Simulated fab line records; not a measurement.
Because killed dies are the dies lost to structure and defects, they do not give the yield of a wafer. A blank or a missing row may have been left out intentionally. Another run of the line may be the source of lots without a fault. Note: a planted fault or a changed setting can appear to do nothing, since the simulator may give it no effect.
A lot that was struck, set against a sound lot | flow sfq line | 42 out of 325 route steps
Sound: the wafers L117.1, L117.4, L117.5. Struck: wafer L101.2 (left out: L101.1, L101.4 of the same lot, which were not struck); the cause appears at the end.
For every step that has rows: the tool of each side, followed by ch and its chambers, followed by its first start. Under that, the readings that differ: sound wafers | struck wafers | difference of the means | sigmas: that difference in standard deviations of wafers without a fault.
alike: a reading whose means differ by less than 2 such deviations, as well as words and numbers matching on both sides. not compared: withheld readings; readings where some wafer has no value; bounds like >300 that might hide an equal value; numbers whose values overlap and for which the record gives no deviation.
A row with sigmas, a row that says differs or no value, or rows on one side alone: a step with any of these is where the two part. Numbers that have no deviation but don't overlap get no sigmas and don't part them. A reading missing from all wafers of one side parts the sides only when that side holds two or more wafers.

first, 6 steps without rows for these wafers: SFQ_TRILAYER_M3_LITHO_COAT_080 (resist thk 62 nm); SFQ_TRILAYER_M3_LITHO_COAT_075 (resist thk 600 nm); SFQ_TRILAYER_M3_LITHO_SOFTBAKE_079; SFQ_TRILAYER_M3_LITHO_EXPOSE_076 (exposes mask M3, target cd 500 nm); SFQ_TRILAYER_M3_LITHO_PEB_078 (peb time 60 s); SFQ_TRILAYER_M3_LITHO_DEVELOP_077 (time 60 s).
SFQ_M3_OVL_MEAS_921:
  sound on overlay-01 at day 52 03:07; struck on overlay-01 at day 39 07:00
  alike: M3_OVL
then, 4 steps without rows for these wafers: SFQ_TRILAYER_M3_BARC_OPEN_METAL_ETCH_100 (etches BARC in O2, target depth 125 nm, time 41.7 s); SFQ_TRILAYER_M3_ETCH_METAL_ETCH_078 (etches Nb in Cl2/Ar, stops on SiO2, target depth 240 nm, time 120 s); SFQ_TRILAYER_M3_STRIP_STRIP_079 (strips in O2); SFQ_TRILAYER_M3_STRIP_SOLV_CLEAN_080 (cleans in NMP, time 600 s).
SFQ_TRILAYER_I3_DEP_PECVD_081: deposits SiO2 from SiH4/N2O, time 111.11 s, target thk 500 nm.
  sound on pecvd-02 ch 0,1, day 52 04:06; struck on pecvd-01 ch 1, day 39 08:00
  alike: heater power w, throttle valve pct
  not compared: since wet clean h
SFQ_TRILAYER_I3_CMP_CMP_082: polishes SiO2.
  sound on cmp-02 ch 2,3, day 53 18:15; struck on cmp-02 ch 1, day 39 08:40
  reading                                             | sound             | struck | difference | sigmas
  time to endpoint s (s)                              | 226 221 224       | 278    | +54        | +7
  model.SiO2_of_TRILAYER_I3_DEP_PECVD_081.thk nm (nm) | 200.7 200.5 202.4 | 302.6  | +101.4     |
  alike: motor current A
SFQ_I3_BOW_MEAS_922:
  sound on film metro-02 at day 53 21:15; struck on film metro-04 at day 39 12:59
  not compared: I3_BOW
SFQ_TRILAYER_I3_METRO_MEASURE_083:
  sound on film metro-02 at day 53 21:22; struck on film metro-04 at day 40 00:56
  reading     | sound             | struck | difference | sigmas
  thk nm (nm) | 200.6 200.6 202.2 | 302.5  | +101.4     | +99 or more
then, 6 steps without rows for these wafers: SFQ_TRILAYER_I3_VIA_LITHO_COAT_090 (resist thk 62 nm); SFQ_TRILAYER_I3_VIA_LITHO_COAT_085 (resist thk 650 nm); SFQ_TRILAYER_I3_VIA_LITHO_SOFTBAKE_089; SFQ_TRILAYER_I3_VIA_LITHO_EXPOSE_086 (exposes mask I3, target cd 500 nm); SFQ_TRILAYER_I3_VIA_LITHO_PEB_088 (peb time 60 s); SFQ_TRILAYER_I3_VIA_LITHO_DEVELOP_087 (time 60 s).
-- the record jumps here: 6 days lie between the struck wafers' starts before and after --
SFQ_I3_OVL_MEAS_923:
  sound on overlay-02 at day 57 04:50; struck on overlay-01 at day 45 17:14
  alike: I3_OVL
then, 1 step without rows for these wafers: SFQ_TRILAYER_I3_VIA_BARC_OPEN_VIA_ETCH_121 (etches BARC in O2, target depth 125 nm, time 41.7 s).
SFQ_TRILAYER_I3_VIA_ETCH_VIA_ETCH_088: etches SiO2 in CHF3, stops on Nb, target depth 260 nm.
  sound on rie diel-01 ch 0,2,3, day 57 04:54; struck on rie diel-01 ch 2, day 45 17:19
  reading                        | sound             | struck | difference | sigmas
  oes product au (a.u.)          | 0.860 0.857 0.854 | 1.012  | +0.155     | +34
  model.etch.depth nm (nm)       | 200.7 200.5 202.4 | 263.3  | +62.1      |
  model.I3.feature depth nm (nm) | 200.7 200.5 202.4 | 263.3  | +62.1      |
  alike: drypump motor current A
then, 2 steps without rows for these wafers: SFQ_TRILAYER_I3_VIA_STRIP_STRIP_089 (strips in O2); SFQ_TRILAYER_I3_VIA_STRIP_SOLV_CLEAN_090 (cleans in NMP, time 600 s).
SFQ_TRILAYER_M4_DEP_PRE_CLEAN_092: time 22.5 s.
  sound on pvd sputter-05 at day 57 05:47; struck on pvd sputter-06 at day 45 18:12
  reading                                             | sound           | struck | difference | sigmas
  model.SiO2_of_TRILAYER_I3_DEP_PECVD_081.thk nm (nm) | 193.2 193 194.9 | 295.1  | +101.4     |
SFQ_TRILAYER_M4_DEP_SPUTTER_091: material Nb, target thk 200 nm, time 133.3 s.
  sound on pvd sputter-05 at day 57 05:49; struck on pvd sputter-06 at day 45 18:14
  alike: throttle valve pct
SFQ_M4_RS_MEAS_924: a four-point-probe measurement.
  sound on film metro-04 at day 57 05:55; struck on film metro-01 at day 45 18:19
  alike: M4_NB_RS
then, 6 steps without rows for these wafers: SFQ_TRILAYER_M4_LITHO_COAT_098 (resist thk 62 nm); SFQ_TRILAYER_M4_LITHO_COAT_093 (resist thk 600 nm); SFQ_TRILAYER_M4_LITHO_SOFTBAKE_097; SFQ_TRILAYER_M4_LITHO_EXPOSE_094 (exposes mask M4, target cd 500 nm); SFQ_TRILAYER_M4_LITHO_PEB_096 (peb time 60 s); SFQ_TRILAYER_M4_LITHO_DEVELOP_095 (time 60 s).
-- the record jumps here: 4 days lie between the struck wafers' starts before and after --
SFQ_M4_OVL_MEAS_926:
  sound on overlay-02 at day 57 08:20; struck on overlay-02 at day 49 13:26
  alike: M4_OVL
SFQ_TRILAYER_M4_BARC_OPEN_METAL_ETCH_123: etches BARC in O2, target depth 125 nm, time 41.7 s.
  sound on rie metal-01 ch 0, day 57 08:23; struck on rie metal-01 ch 0, day 49 13:28
  alike: drypump motor current A, oes product au
  not compared: rf hours counter h
SFQ_TRILAYER_M4_ETCH_METAL_ETCH_096: etches Nb in Cl2/Ar, stops on SiO2, target depth 240 nm, time 120 s.
  sound on rie metal-01 ch 0, day 57 08:26; struck on rie metal-01 ch 0, day 49 13:32
  alike: drypump motor current A, oes product au
  not compared: rf hours counter h
SFQ_TRILAYER_M4_STRIP_STRIP_097: strips in O2.
  sound on rie metal-01 ch 0, day 57 08:34; struck on rie metal-01 ch 0, day 49 13:39
  alike: drypump motor current A, oes product au, platen temp c
  not compared: rf hours counter h
then, 2 steps without rows for these wafers: SFQ_TRILAYER_M4_STRIP_SOLV_CLEAN_098 (cleans in NMP, time 600 s); SFQ_TRILAYER_I4_DEP_PECVD_099 (deposits SiO2 from SiH4/N2O, time 111.11 s, target thk 500 nm).
-- the record jumps here: 35 days lie between the struck wafers' starts before and after --
SFQ_M8_BOW_MEAS_951:
  sound on film metro-01 at day 87 00:19; struck on film metro-02 at day 84 14:14
  reading                 | sound             | struck | difference | sigmas
  model.etest.i3.link ohm | 1.961 1.968 1.983 | 1e+06  | +1e+06     |
  alike: M8_BOW

## WHERE THEY PART
At SFQ_TRILAYER_I3_CMP_CMP_082 first; at SFQ_TRILAYER_I3_VIA_ETCH_VIA_ETCH_088 last (within this record only). Later steps at which nothing parts them and some readings are alike: SFQ_TRILAYER_M4_DEP_SPUTTER_091, SFQ_M4_RS_MEAS_924, SFQ_M4_OVL_MEAS_926, SFQ_TRILAYER_M4_BARC_OPEN_METAL_ETCH_123, SFQ_TRILAYER_M4_ETCH_METAL_ETCH_096, SFQ_TRILAYER_M4_STRIP_STRIP_097, SFQ_M8_BOW_MEAS_951.

WHY: whatever the simulator had introduced
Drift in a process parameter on cmp-02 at SFQ_TRILAYER_I3_CMP_CMP_082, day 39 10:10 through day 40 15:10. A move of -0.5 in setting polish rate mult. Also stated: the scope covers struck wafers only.
